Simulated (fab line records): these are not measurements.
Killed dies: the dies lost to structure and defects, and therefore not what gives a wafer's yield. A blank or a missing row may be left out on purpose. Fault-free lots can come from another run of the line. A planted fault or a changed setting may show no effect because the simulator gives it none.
The tool behind it: which one? + flow sky130 + 39 wafers from 13 lots sampled at 5 of the route's 708 steps

== WHAT THE GAUGES READ, wafer by wafer ==
SKY_FIELD_ISO_THK_MEAS_23. Usual: FIELD_ISO_OXIDATION_01_THK gives 10.00 nm (standard deviation 0.22).
| lot  | measured    | on           | FIELD_ISO_OXIDATION_01_THK (nm) | flag |
|------|-------------|--------------|---------------------------------|------|
| L722 | day 2 16:37 | filmMetro-01 | 9.70 9.85 9.90                  |      |
| L723 | day 2 22:35 | filmMetro-01 | 9.97 9.99 10.16                 |      |
| L724 | day 3 05:26 | filmMetro-01 | 9.75 9.93 9.89                  |      |
| L725 | day 3 09:39 | filmMetro-03 | 9.46 9.37 9.50                  |      |
| L727 | day 3 17:48 | filmMetro-02 | 10.22 10.19 10.12               |      |
| L728 | day 4 00:44 | filmMetro-01 | 10.10 9.94 9.99                 |      |
| L732 | day 5 00:01 | filmMetro-02 | 10.05 9.86 9.88                 |      |
| L738 | day 6 04:10 | filmMetro-01 | 10.19 10.30 10.15               |      |
| L739 | day 6 10:08 | filmMetro-02 | 10.20 9.99 10.11                |      |
| L740 | day 6 16:34 | filmMetro-01 | 10.00 9.93 10.02                |      |
| L741 | day 6 22:49 | filmMetro-02 | 10.04 9.86 9.94                 |      |
| L742 | day 7 04:17 | filmMetro-03 | 10.53 10.46 10.28               |      |
| L743 | day 7 07:05 | filmMetro-01 | 10.03 10.21 10.07               |      |

SKY_NWELL_OVL_MEAS_23. Usual: NWELL_01_OVL gives -0.8 nm (standard deviation 1.4).
| lot  | measured     | on         | NWELL_01_OVL (nm) | flag |
|------|--------------|------------|-------------------|------|
| L722 | day 5 17:44  | overlay-02 | -2.1 -1.4 0.5     |      |
| L723 | day 6 02:13  | overlay-02 | 0.3 -0.9 -2.3     |      |
| L724 | day 6 08:59  | overlay-02 | -2.6 -1.6 -2.3    |      |
| L725 | day 6 14:47  | overlay-02 | 0.5 1.7 0.2       |      |
| L727 | day 6 21:51  | overlay-02 | -3.0 -3.9 -0.8    |      |
| L728 | day 7 04:54  | overlay-01 | - - -             | OFF  |
| L732 | day 8 10:00  | overlay-01 | -1.6 -1.1 -1.4    |      |
| L738 | day 9 18:49  | overlay-02 | -1.5 -0.3 0.3     |      |
| L739 | day 10 05:02 | overlay-01 | -1.2 -1.0 -3.3    |      |
| L740 | day 10 09:38 | overlay-02 | -4.0 -2.3 -2.2    |      |
| L741 | day 10 14:56 | overlay-01 | -2.0 -2.9 -2.0    |      |
| L742 | day 10 21:26 | overlay-02 | 0.2 0.9 -1.5      |      |
| L743 | day 11 00:56 | overlay-02 | -1.2 -0.9 0.2     |      |

SKY_NWELL_TW_MEAS_26. Usual: NWELL_2_TW gives 493 (standard deviation 5.8).
| lot  | measured     | on           | NWELL_2_TW  | flag |
|------|--------------|--------------|-------------|------|
| L722 | day 5 18:02  | filmMetro-03 | 493 491 494 |      |
| L723 | day 6 02:30  | filmMetro-01 | 490 491 488 |      |
| L724 | day 6 09:17  | filmMetro-04 | 502 499 500 |      |
| L725 | day 6 15:05  | filmMetro-01 | 488 485 486 |      |
| L727 | day 6 22:08  | filmMetro-04 | 503 504 503 |      |
| L728 | day 7 05:12  | filmMetro-04 | 30 30 30    | OFF  |
| L732 | day 8 10:17  | filmMetro-01 | 486 488 483 |      |
| L738 | day 9 19:07  | filmMetro-01 | 494 489 493 |      |
| L739 | day 10 05:19 | filmMetro-01 | 490 488 487 |      |
| L740 | day 10 09:55 | filmMetro-04 | 502 503 506 |      |
| L741 | day 10 15:14 | filmMetro-01 | 489 486 488 |      |
| L742 | day 10 21:43 | filmMetro-01 | 487 488 488 |      |
| L743 | day 11 01:13 | filmMetro-01 | 488 488 489 |      |

SKY_LDD_HVN_OVL_MEAS_07. Usual: LDD_HVN_OVL gives -0.3 nm (standard deviation 1.4).
| lot  | measured     | on         | LDD_HVN_OVL (nm) | flag |
|------|--------------|------------|------------------|------|
| L722 | day 20 21:59 | overlay-02 | -0.3 -1.1 -2.4   |      |
| L723 | day 21 08:11 | overlay-02 | 0.9 0.5 -0.6     |      |
| L724 | day 21 22:47 | overlay-02 | -0.9 -0.2 -0.7   |      |
| L725 | day 22 04:17 | overlay-01 | -1.7 0.2 -2.1    |      |
| L727 | day 22 13:53 | overlay-01 | -3.2 -1.2 -0.4   |      |
| L728 | day 23 06:38 | overlay-01 | -0.9 -0.5 -1.1   |      |
| L732 | day 24 22:35 | overlay-02 | -0.2 0.7 0.0     |      |
| L738 | day 26 20:42 | overlay-01 | 2.9 0.9 0.3      |      |
| L739 | day 27 01:56 | overlay-01 | -1.7 -0.8 -0.3   |      |
| L740 | day 27 16:53 | overlay-01 | -1.7 0.6 -0.3    |      |
| L741 | day 29 00:41 | overlay-01 | 1.4 3.8 2.6      |      |
| L742 | day 28 23:50 | overlay-01 | 0.7 -0.6 0.9     |      |
| L743 | day 29 01:05 | overlay-01 | 1.4 -0.2 0.5     |      |

== EACH LOT AND THE TOOL THAT RAN IT (in order: tool; ch and the chambers of the sampled wafers; start) ==
| lot  | SKY_NWELL_EXPOSE_20                |
|------|------------------------------------|
| L722 | ilineStepper-02 ch 0, day 5 08:58  |
| L723 | ilineStepper-01 ch 0, day 5 17:19  |
| L724 | ilineStepper-02 ch 0, day 5 23:59  |
| L725 | ilineStepper-01 ch 0, day 6 05:16  |
| L727 | ilineStepper-02 ch 0, day 6 12:46  |
| L728 | ilineStepper-02 ch 0, day 6 19:13  |
| L732 | ilineStepper-02 ch 0, day 8 00:05  |
| L738 | ilineStepper-01 ch 0, day 9 08:41  |
| L739 | ilineStepper-02 ch 0, day 9 17:58  |
| L740 | ilineStepper-01 ch 0, day 9 22:46  |
| L741 | ilineStepper-02 ch 0, day 10 04:16 |
| L742 | ilineStepper-02 ch 0, day 10 10:11 |
| L743 | ilineStepper-01 ch 0, day 10 14:02 |
- SKY_NWELL_EXPOSE_20: exposes mask NWM COMPLEMENT, target cd 840 nm.

== WHAT THE TOOLS THEMSELVES READ (means of the sampled wafers that have a number; where no wafer has one, the mark that the record gives instead) ==
The record holds no such reading with a usual standard deviation.

== THE ANSWER, worked out from the rows above alone ==
Rule: take the mean of a lot's wafers that have a number; if it is more than 3 standard deviations from the usual mean, the lot is off. Also off: a lot with no number at a reading for which 4 or more lots have one. The other lots that the step has rows for count as sound. After the gauges, taken in route order, come the tools' own readings; for these a lot's mean is taken, as printed above. At the first step where some lot is off, the reading lying furthest off is the one used; lots without a number count as furthest.
Off: at SKY_NWELL_OVL_MEAS_23 (NWELL_01_OVL), L728. Without a number there: L728.
If a tool, at a process step before that reading, ran all the lots that are off and no sound lot after the first of them, it fits. The gauges at SKY_NWELL_OVL_MEAS_23 aren't tried: what is off there is off at SKY_NWELL_TW_MEAS_26 too, on other tools, and a gauge's error can't cause that. Not one of the candidates tried fits.

== WHAT WAS PUT IN BY THE SIMULATOR ==
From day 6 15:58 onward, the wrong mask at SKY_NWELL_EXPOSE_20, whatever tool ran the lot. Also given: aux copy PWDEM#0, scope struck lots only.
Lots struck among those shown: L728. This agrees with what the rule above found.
